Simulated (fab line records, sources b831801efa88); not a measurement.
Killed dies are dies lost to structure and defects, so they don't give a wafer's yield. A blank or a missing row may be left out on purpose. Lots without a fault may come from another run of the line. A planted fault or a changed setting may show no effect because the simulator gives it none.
A sampling plan put to the test | flow gf180mcu | one fab line, 50 faults that these records tell of, each judged on the records of the lots that it struck; 1 more is left out, because the records don't allow judging it
The plan is the line's own looks: the steps of the route at which a gauge or an inspection reads the wafer and doesn't change it. A look can be judged if struck wafers have a number there and the file gives its usual mean and standard deviation on fault-free wafers. Caught: at a look after the fault's first step, the mean of the struck wafers lies 4 or more of those standard deviations (sigma) from the usual mean. On the tool: the same test on the tool's own readings at the fault's steps. Another recipe on the struck wafers, or a record that is blank for them alone, also counts as caught.

THE FAULTS, as the simulator had put them in
1. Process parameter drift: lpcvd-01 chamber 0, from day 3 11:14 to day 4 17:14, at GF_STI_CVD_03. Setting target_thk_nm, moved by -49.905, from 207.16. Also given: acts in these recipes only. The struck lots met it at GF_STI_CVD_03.
2. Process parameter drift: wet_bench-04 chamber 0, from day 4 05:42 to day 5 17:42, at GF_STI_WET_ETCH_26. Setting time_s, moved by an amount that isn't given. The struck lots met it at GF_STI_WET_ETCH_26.
3. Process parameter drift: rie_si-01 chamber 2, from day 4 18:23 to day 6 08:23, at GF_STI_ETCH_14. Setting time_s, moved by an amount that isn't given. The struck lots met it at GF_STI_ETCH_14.
4. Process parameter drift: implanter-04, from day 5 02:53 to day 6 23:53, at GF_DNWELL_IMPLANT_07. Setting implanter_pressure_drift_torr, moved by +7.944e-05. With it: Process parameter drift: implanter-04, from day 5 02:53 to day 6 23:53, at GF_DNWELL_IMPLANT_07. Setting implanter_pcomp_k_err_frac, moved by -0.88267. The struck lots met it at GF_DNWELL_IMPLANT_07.
5. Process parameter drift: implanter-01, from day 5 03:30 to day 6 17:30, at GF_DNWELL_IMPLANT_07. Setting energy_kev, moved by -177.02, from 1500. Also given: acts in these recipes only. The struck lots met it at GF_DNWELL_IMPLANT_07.
6. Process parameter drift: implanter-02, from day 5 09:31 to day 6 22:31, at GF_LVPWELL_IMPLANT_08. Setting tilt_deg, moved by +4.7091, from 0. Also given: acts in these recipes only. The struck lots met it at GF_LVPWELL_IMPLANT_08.
7. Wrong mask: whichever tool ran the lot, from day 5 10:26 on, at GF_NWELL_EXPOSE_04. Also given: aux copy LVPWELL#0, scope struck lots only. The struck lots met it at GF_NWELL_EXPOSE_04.
8. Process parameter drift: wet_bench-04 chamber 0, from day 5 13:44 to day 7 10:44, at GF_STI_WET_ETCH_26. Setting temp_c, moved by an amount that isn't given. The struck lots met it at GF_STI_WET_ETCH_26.
9. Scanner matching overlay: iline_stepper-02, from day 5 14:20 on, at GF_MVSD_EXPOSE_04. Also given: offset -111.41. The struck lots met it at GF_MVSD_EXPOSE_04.
10. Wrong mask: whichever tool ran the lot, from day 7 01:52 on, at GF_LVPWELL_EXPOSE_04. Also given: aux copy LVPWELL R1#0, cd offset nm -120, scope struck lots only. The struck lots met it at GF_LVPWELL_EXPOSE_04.
11. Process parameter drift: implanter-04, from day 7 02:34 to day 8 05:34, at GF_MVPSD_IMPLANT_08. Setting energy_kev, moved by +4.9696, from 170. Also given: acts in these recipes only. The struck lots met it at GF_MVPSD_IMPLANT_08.
12. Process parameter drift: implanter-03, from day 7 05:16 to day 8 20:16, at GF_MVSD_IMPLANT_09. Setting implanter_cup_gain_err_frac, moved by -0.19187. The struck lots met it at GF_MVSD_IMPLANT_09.
13. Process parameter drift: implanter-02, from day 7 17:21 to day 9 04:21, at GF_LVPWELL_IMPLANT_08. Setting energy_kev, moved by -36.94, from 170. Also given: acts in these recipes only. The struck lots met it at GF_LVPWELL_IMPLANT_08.
14. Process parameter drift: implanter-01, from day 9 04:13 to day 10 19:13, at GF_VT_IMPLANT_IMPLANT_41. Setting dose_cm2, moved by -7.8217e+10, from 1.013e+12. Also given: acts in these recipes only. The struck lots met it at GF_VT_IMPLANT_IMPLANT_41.
15. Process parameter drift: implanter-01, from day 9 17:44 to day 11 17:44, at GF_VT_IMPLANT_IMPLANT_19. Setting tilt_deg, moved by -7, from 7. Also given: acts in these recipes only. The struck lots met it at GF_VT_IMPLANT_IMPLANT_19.
16. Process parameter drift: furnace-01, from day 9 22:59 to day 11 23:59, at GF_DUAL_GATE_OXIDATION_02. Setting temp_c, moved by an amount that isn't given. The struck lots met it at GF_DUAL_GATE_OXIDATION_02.
17. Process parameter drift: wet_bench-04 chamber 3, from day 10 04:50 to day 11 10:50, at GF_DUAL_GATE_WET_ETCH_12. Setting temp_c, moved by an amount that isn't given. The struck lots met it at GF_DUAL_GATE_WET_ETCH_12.
18. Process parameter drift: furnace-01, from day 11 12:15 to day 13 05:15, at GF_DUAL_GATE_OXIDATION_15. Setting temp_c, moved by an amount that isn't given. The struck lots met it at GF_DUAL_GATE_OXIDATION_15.
19. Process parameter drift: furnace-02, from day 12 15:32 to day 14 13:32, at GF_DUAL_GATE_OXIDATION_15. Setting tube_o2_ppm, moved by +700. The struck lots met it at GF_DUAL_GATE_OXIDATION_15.
20. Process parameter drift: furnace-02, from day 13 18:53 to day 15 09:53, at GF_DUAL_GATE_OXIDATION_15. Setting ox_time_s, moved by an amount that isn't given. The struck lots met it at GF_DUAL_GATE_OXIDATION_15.
21. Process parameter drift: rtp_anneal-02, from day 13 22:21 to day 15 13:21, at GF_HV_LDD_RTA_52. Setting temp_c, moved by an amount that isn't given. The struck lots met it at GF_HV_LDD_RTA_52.
22. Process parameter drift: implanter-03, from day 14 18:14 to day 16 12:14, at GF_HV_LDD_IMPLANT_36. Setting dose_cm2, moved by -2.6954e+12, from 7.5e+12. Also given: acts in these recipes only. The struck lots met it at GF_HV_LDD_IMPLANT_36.
23. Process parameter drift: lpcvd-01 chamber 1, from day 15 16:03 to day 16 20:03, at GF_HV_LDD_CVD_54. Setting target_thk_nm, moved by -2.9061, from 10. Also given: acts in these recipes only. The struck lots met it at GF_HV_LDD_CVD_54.
24. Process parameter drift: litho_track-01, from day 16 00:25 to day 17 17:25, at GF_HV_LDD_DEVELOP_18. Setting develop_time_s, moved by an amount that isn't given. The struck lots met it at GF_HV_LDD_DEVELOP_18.
25. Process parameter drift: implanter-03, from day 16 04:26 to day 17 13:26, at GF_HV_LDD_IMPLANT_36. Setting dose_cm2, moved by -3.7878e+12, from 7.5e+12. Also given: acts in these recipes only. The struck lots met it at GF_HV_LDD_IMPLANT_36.
26. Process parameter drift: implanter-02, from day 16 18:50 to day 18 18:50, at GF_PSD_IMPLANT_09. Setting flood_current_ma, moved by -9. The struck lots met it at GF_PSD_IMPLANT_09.
27. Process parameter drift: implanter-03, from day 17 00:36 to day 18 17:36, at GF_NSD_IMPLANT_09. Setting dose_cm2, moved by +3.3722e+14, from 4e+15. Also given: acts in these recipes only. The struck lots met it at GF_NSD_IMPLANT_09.
28. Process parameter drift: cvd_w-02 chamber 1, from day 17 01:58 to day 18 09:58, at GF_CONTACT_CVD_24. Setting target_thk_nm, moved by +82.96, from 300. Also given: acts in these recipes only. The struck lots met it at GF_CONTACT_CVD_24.
29. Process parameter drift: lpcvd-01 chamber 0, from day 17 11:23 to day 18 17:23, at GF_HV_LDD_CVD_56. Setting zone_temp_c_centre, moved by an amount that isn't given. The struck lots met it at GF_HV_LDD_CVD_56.
30. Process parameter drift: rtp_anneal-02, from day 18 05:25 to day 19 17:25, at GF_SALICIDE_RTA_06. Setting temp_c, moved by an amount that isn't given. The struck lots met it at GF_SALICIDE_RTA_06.
31. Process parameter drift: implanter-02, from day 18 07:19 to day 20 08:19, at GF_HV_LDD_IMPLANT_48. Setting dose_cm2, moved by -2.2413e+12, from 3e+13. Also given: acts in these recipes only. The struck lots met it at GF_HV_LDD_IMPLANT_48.
32. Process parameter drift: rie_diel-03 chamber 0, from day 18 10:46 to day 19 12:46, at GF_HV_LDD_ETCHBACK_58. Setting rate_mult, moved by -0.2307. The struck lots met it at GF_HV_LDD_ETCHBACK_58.
33. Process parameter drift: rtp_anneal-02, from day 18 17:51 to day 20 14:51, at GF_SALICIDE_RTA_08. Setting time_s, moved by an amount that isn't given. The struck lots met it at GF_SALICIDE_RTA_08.
34. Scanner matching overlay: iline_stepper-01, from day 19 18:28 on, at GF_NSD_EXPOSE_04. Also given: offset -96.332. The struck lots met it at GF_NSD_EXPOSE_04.
35. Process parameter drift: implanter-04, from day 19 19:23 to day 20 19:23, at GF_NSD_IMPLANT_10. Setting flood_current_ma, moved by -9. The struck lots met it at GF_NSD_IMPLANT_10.
36. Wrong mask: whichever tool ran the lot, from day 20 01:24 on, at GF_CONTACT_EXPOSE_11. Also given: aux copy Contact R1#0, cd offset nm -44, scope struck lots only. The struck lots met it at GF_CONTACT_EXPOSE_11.
37. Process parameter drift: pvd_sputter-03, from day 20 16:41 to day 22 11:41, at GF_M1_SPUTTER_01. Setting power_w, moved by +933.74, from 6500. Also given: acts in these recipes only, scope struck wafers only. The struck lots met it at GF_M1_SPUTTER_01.
38. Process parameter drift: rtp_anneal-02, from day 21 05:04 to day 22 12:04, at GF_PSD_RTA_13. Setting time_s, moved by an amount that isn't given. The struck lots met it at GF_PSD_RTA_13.
39. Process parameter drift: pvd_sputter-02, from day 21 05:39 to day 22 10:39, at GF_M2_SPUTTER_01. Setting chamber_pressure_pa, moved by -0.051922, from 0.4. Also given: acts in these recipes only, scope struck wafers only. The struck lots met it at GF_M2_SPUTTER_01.
40. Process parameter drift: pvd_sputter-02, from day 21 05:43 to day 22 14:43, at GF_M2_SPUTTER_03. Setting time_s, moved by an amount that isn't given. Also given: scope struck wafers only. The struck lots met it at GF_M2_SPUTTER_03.
41. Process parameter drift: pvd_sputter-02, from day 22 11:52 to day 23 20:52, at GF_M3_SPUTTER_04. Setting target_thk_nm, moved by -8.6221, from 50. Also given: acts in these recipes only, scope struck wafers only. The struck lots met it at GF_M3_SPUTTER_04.
42. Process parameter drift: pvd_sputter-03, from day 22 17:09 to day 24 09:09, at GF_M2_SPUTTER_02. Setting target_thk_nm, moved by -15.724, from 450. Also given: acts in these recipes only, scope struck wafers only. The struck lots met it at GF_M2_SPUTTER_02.
43. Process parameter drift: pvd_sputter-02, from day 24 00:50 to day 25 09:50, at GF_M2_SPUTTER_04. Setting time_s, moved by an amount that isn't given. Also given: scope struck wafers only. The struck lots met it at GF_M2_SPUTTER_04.
44. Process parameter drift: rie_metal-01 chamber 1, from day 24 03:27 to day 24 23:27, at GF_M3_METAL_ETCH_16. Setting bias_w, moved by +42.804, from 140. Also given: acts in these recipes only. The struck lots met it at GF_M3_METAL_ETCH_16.
45. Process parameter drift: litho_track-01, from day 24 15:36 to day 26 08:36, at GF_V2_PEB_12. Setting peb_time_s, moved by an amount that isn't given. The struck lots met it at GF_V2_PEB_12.
46. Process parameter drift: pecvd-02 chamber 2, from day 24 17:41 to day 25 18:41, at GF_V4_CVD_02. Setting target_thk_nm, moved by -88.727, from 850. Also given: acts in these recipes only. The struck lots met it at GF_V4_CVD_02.
47. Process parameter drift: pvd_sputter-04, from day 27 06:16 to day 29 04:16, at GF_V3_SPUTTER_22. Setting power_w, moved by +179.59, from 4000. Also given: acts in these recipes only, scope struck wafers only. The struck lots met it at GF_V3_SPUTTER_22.
48. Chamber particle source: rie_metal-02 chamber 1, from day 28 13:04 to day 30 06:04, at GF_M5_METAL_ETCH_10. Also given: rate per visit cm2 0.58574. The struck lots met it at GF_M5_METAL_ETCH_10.
49. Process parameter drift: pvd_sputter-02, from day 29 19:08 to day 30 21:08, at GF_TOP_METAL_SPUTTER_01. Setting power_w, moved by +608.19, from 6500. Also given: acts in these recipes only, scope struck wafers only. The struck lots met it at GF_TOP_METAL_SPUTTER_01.
50. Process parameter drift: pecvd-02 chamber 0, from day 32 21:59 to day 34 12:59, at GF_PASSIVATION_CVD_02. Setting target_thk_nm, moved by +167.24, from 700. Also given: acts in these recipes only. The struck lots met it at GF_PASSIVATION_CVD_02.

WHAT THE PLAN SAW
fault | on the tool itself                            | first look that catches it                      | reading, sigma                                               | median hours from its first step to that look | hours from the fault's start to the first struck lot there | judged looks passed uncaught
1     | under 2 sigma                                 | GF_STI_THK_MEAS_04                              | STI_CVD_03_THK -27                                           | 2.0                                           | 10                                                         | 0
2     | run_length_s -30 sigma                        | none of the 4 looks that can be judged after it | -                                                            | -                                             | -                                                          | 4
3     | run_length_s +10 sigma                        | no look after it can be judged                  | -                                                            | -                                             | -                                                          | 0
4     | end_station_pressure_torr +99 or beyond sigma | GF_DNWELL_TW_MEAS_09                            | DNWELL_TW +5.6                                               | 0.2                                           | 3                                                          | 0
5     | beam_energy_keV -99 or beyond sigma           | no look after it can be judged                  | -                                                            | -                                             | -                                                          | 0
6     | tilt_deg +99 or beyond sigma                  | GF_LVPWELL_TW_MEAS_11                           | LVPWELL_TW +12                                               | 0.4                                           | 3                                                          | 0
7     | under 2 sigma                                 | GF_NWELL_TW_MEAS_11                             | NWELL_TW -99 or beyond                                       | 7.1                                           | 10                                                         | 0
8     | temp_c +56 sigma                              | none of the 4 looks that can be judged after it | -                                                            | -                                             | -                                                          | 4
9     | no reading that can be judged                 | GF_MVSD_OVL_MEAS_07                             | MVSD_OVL -73                                                 | 6.9                                           | 12                                                         | 0
10    | no reading that can be judged                 | no look after it can be judged                  | -                                                            | -                                             | -                                                          | 0
11    | beam_energy_keV +77 sigma                     | no look after it can be judged                  | -                                                            | -                                             | -                                                          | 0
12    | beam_on_s +12 sigma                           | GF_VT_IMPLANT_RS_MEAS_46                        | MVSD_RS -14                                                  | 90.7                                          | 110                                                        | 0
13    | beam_energy_keV -99 or beyond sigma           | GF_VT_IMPLANT_RS_MEAS_48                        | LVPWELL_RS +22                                               | 109.1                                         | 116                                                        | 1
14    | dose_ions_cm2 -70 sigma                       | none of the 2 looks that can be judged after it | strongest: VT_IMPLANT_4_TW at GF_VT_IMPLANT_TW_MEAS_43, -3.3 | -                                             | -                                                          | 2
15    | tilt_deg -99 or beyond sigma                  | GF_VT_IMPLANT_TW_MEAS_21                        | VT_IMPLANT_2_TW -11                                          | 0.2                                           | 12                                                         | 0
16    | spike_tc_lower_C +11 sigma                    | GF_DUAL_GATE_THK_MEAS_03                        | DUAL_GATE_OXIDATION_00_THK +5.0                              | 1.5                                           | 4                                                          | 0
17    | temp_c -99 or beyond sigma                    | none of the 5 looks that can be judged after it | -                                                            | -                                             | -                                                          | 5
18    | spike_tc_centre_C -13 sigma                   | no look after it can be judged                  | -                                                            | -                                             | -                                                          | 0
19    | under 2 sigma                                 | no look after it can be judged                  | -                                                            | -                                             | -                                                          | 0
20    | under 2 sigma                                 | none of the 7 looks that can be judged after it | -                                                            | -                                             | -                                                          | 7
21    | wafer_temp_C_max -31 sigma                    | none of the 2 looks that can be judged after it | strongest: HV_LDD_RS at GF_HV_LDD_RS_MEAS_53, -3.2           | -                                             | -                                                          | 2
22    | dose_ions_cm2 -99 or beyond sigma             | GF_HV_LDD_TW_MEAS_38                            | HV_LDD_3_TW -4.0                                             | 0.3                                           | 3                                                          | 0
23    | under 2 sigma                                 | GF_HV_LDD_THK_MEAS_55                           | HV_LDD_CVD_54_THK -17                                        | 1.0                                           | 14                                                         | 0
24    | no reading that can be judged                 | GF_HV_LDD_CD_MEAS_19                            | cd_nm -42                                                    | 0.2                                           | 7                                                          | 0
25    | dose_ions_cm2 -99 or beyond sigma             | GF_HV_LDD_TW_MEAS_38                            | HV_LDD_3_TW -6.1                                             | 0.2                                           | 13                                                         | 0
26    | under 2 sigma                                 | no look after it can be judged                  | -                                                            | -                                             | -                                                          | 0
27    | dose_ions_cm2 +82 sigma                       | GF_PSD_RS_MEAS_14                               | NSD_RS -6.2                                                  | 24.0                                          | 30                                                         | 1
28    | under 2 sigma                                 | GF_CONTACT_RS_MEAS_25                           | CONTACT_W_RS -18                                             | 0.1                                           | 2                                                          | 0
29    | spike_tc_centre_C -12 sigma                   | GF_HV_LDD_THK_MEAS_57                           | HV_LDD_CVD_56_THK -7.0                                       | 1.4                                           | 10                                                         | 0
30    | lamp_power_pct -5.4 sigma                     | no look after it can be judged                  | -                                                            | -                                             | -                                                          | 0
31    | dose_ions_cm2 -62 sigma                       | not the one look that can be judged after it    | strongest: HV_LDD_4_TW at GF_HV_LDD_TW_MEAS_50, -3.6         | -                                             | -                                                          | 1
32    | under 2 sigma                                 | none of the 2 looks that can be judged after it | -                                                            | -                                             | -                                                          | 2
33    | run_length_s +81 sigma                        | no look after it can be judged                  | -                                                            | -                                             | -                                                          | 0
34    | under 2 sigma                                 | GF_NSD_OVL_MEAS_08                              | NSD_OVL -63                                                  | 11.9                                          | 18                                                         | 0
35    | under 2 sigma                                 | no look after it can be judged                  | -                                                            | -                                             | -                                                          | 0
36    | no reading that can be judged                 | GF_CONTACT_CD_MEAS_14                           | cd_nm -37                                                    | 11.4                                          | 16                                                         | 0
37    | cathode_dc_power_W +99 or beyond sigma        | no look after it can be judged                  | -                                                            | -                                             | -                                                          | 0
38    | run_length_s +13 sigma                        | GF_PSD_RS_MEAS_14                               | NSD_RS -25                                                   | 0.1                                           | 4                                                          | 0
39    | chamber_pressure_pa -67 sigma                 | no look after it can be judged                  | -                                                            | -                                             | -                                                          | 0
40    | under 2 sigma                                 | no look after it can be judged                  | -                                                            | -                                             | -                                                          | 0
41    | only faintly: throttle_valve_pct +2.0 sigma   | none of the 7 looks that can be judged after it | strongest: M3_ALCU_THK at GF_M3_THK_MEAS_06, +2.6            | -                                             | -                                                          | 7
42    | under 2 sigma                                 | no look after it can be judged                  | -                                                            | -                                             | -                                                          | 0
43    | under 2 sigma                                 | none of the 7 looks that can be judged after it | -                                                            | -                                             | -                                                          | 7
44    | bias_w +94 sigma                              | no look after it can be judged                  | -                                                            | -                                             | -                                                          | 0
45    | heater_power_total_W +50 sigma                | not the one look that can be judged after it    | strongest: cd_nm at GF_V2_CD_MEAS_14, -2.7                   | -                                             | -                                                          | 1
46    | under 2 sigma                                 | GF_V4_THK_MEAS_03                               | V4_CVD_02_THK -6.7                                           | 0.1                                           | 24                                                         | 0
47    | cathode_dc_power_W +99 or beyond sigma        | no look after it can be judged                  | -                                                            | -                                             | -                                                          | 0
48    | under 2 sigma                                 | none of the 2 looks that can be judged after it | -                                                            | -                                             | -                                                          | 2
49    | cathode_dc_power_W +99 or beyond sigma        | no look after it can be judged                  | -                                                            | -                                             | -                                                          | 0
50    | under 2 sigma                                 | GF_PASSIVATION_THK_MEAS_03                      | PASSIVATION_CVD_02_THK +18                                   | 0.3                                           | 6                                                          | 0
A dash: the fault isn't caught, or these records don't give the number.

Caught at a look: 21 of 50. Caught on the tool: 29 of 50. By one or the other: 39 of 50.
Caught on the tool alone: faults 2, 3, 5, 8, 11, 14, 17, 18, 21, 30, 31, 33, 37, 39, 44, 45, 47, 49.
Caught at a look alone: faults 1, 7, 9, 23, 24, 28, 34, 36, 46, 50.
Caught by neither: faults 10, 19, 20, 26, 32, 35, 40, 41, 42, 43, 48.

THINNER SAMPLING
If the look that catches a fault measured only every second or every third lot, by lot number, the first struck lot would be measured this late in the worst case:
fault | struck lots at that look, in order of time | every lot | every second lot | every third lot
1     | L124                                       | 10 h      | may miss it      | may miss it
4     | L410, L411                                 | 3 h       | 6 h              | may miss all 2
6     | L367, L368, L372                           | 3 h       | 9 h              | 27 h
7     | L931                                       | 10 h      | may miss it      | may miss it
9     | L195, L196                                 | 12 h      | 18 h             | may miss all 2
12    | L545, L547                                 | 110 h     | may miss all 2   | may miss all 2
13    | L911, L916                                 | 116 h     | 137 h            | may miss all 2
15    | L687, L689                                 | 12 h      | may miss all 2   | may miss all 2
16    | L726, L730                                 | 4 h       | may miss all 2   | may miss all 2
22    | L215, L217                                 | 3 h       | may miss all 2   | may miss all 2
23    | L595                                       | 14 h      | may miss it      | may miss it
24    | L864, L866                                 | 7 h       | may miss all 2   | may miss all 2
25    | L181, L182                                 | 13 h      | 28 h             | may miss all 2
27    | L567, L568                                 | 30 h      | 40 h             | may miss all 2
28    | L942, L945                                 | 2 h       | 22 h             | may miss all 2
29    | L249, L252                                 | 10 h      | 23 h             | may miss all 2
34    | L790, L791                                 | 18 h      | 34 h             | may miss all 2
36    | L153                                       | 16 h      | may miss it      | may miss it
38    | L462, L464, L463                           | 4 h       | 12 h             | 12 h
46    | L902                                       | 24 h      | may miss it      | may miss it
50    | L196                                       | 6 h       | may miss it      | may miss it
Hours are from the fault's start to the first struck lot that is measured. The limit of 4 sigma was tested on all struck wafers together, so one lot alone may lie under it. Other struck lots may not be in these records.

THE LONGEST TIMED WAY FROM STEP TO LOOK
Fault 13: a median of 109.1 hours passes between GF_LVPWELL_IMPLANT_08 and GF_VT_IMPLANT_RS_MEAS_48. The look between them that can be judged stayed within 4 sigma: GF_MVPSD_OVL_MEAS_07.
